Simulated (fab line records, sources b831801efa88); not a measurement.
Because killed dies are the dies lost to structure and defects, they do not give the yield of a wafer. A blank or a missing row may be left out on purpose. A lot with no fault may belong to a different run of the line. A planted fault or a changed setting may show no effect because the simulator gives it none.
Commonality check across tools	flow sky130	Lots sampled 11, wafers sampled 33

## WHY IT WAS OPENED
Of 11 lots, 2 have the reading SD_N_RS flagged at SKY_SD_N_RS_MEAS_16. Fault-free wafers read 68.60 ohm/sq, with a standard deviation of 0.11.
Rule: flag the lot when none of its wafers has a number, or when each of its wafers that has one lies beyond 4 standard deviations from that mean. All remaining lots are regarded as sound.

lot	measured	on	SD_N_RS (ohm/sq), wafer by wafer	flag
L403	day 28 18:01	filmMetro-01	68.62 68.85 68.68	
L407	day 29 20:00	filmMetro-03	68.52 68.58 68.62	
L408	day 30 06:40	filmMetro-01	68.54 68.69 68.52	
L409	day 30 08:10	filmMetro-03	68.56 68.75 68.66	
L410	day 30 15:23	filmMetro-03	68.42 68.54 68.62	
L411	day 31 05:53	filmMetro-04	68.54 68.41 68.45	
L421	day 34 01:03	filmMetro-04	73.01 72.88 72.95	FLAGGED
L419	day 34 03:32	filmMetro-01	68.75 68.73 68.71	
L420	day 34 05:12	filmMetro-01	72.93 72.87 73.00	FLAGGED
L422	day 34 09:00	filmMetro-04	68.52 68.40 68.51	
L424	day 34 18:58	filmMetro-03	68.57 68.83 68.77	
The mean of the flagged lots' numbers is 72.94 ohm/sq, +4.34 ohm/sq from the usual (+39 standard deviations).

## WHICH TOOL RAN EACH LOT
The record holds 1 process step before the reading, out of a route of 708 steps. Each cell gives the tool, then ch followed by the chambers the sampled wafers passed through, then the start.
lot	flag	SKY_SD_N_RTA_14
L403		rtpAnneal-01 ch 0, day 28 17:50
L407		rtpAnneal-02 ch 0, day 29 19:50
L408		rtpAnneal-01 ch 0, day 30 06:29
L409		rtpAnneal-02 ch 0, day 30 07:59
L410		rtpAnneal-01 ch 0, day 30 15:11
L411		rtpAnneal-02 ch 0, day 31 05:43
L421	FLAGGED	rtpAnneal-02 ch 0, day 34 00:52
L419		rtpAnneal-01 ch 0, day 34 03:20
L420	FLAGGED	rtpAnneal-02 ch 0, day 34 05:02
L422		rtpAnneal-01 ch 0, day 34 08:50
L424		rtpAnneal-01 ch 0, day 34 18:47
What is done by these steps:
- SKY_SD_N_RTA_14: time 2 s.
- SKY_SD_N_RS_MEAS_16: measures by four-point-probe.

## FLAGGED OVER TOTAL, TOOL BY TOOL (the gauges that took the reading come last)
step	tool	lots run	flagged	share of the flagged lots	sound lots run after its first flagged lot
SKY_SD_N_RTA_14	rtpAnneal-01	6	0	none	-
SKY_SD_N_RTA_14	rtpAnneal-02	5	2	all	0
SKY_SD_N_RS_MEAS_16	filmMetro-01	4	1	some	0
SKY_SD_N_RS_MEAS_16	filmMetro-03	4	0	none	-
SKY_SD_N_RS_MEAS_16	filmMetro-04	3	1	some	1 (L422)

## WHAT THE TABLE PERMITS
Rows of the table that ran each flagged lot: 1, that is rtpAnneal-02 at SKY_SD_N_RTA_14.
- rtpAnneal-02 at SKY_SD_N_RTA_14 ran 5 lots, 2 of them flagged. Last sound lot L411 at day 31 05:43, first flagged lot L421 at day 34 00:52; a fault beginning in between fits. Its own readings lie more than 4 standard deviations out on every wafer of the flagged lots: lampPowerPct.
What remains is a single tool, rtpAnneal-02 at SKY_SD_N_RTA_14.

## WHAT THE SIMULATOR HAD PUT IN
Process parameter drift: rtpAnneal-02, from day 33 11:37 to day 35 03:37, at SKY_SD_N_RTA_14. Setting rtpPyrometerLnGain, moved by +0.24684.
Struck lots among those shown: L421, L420. The same result came from the rule above.
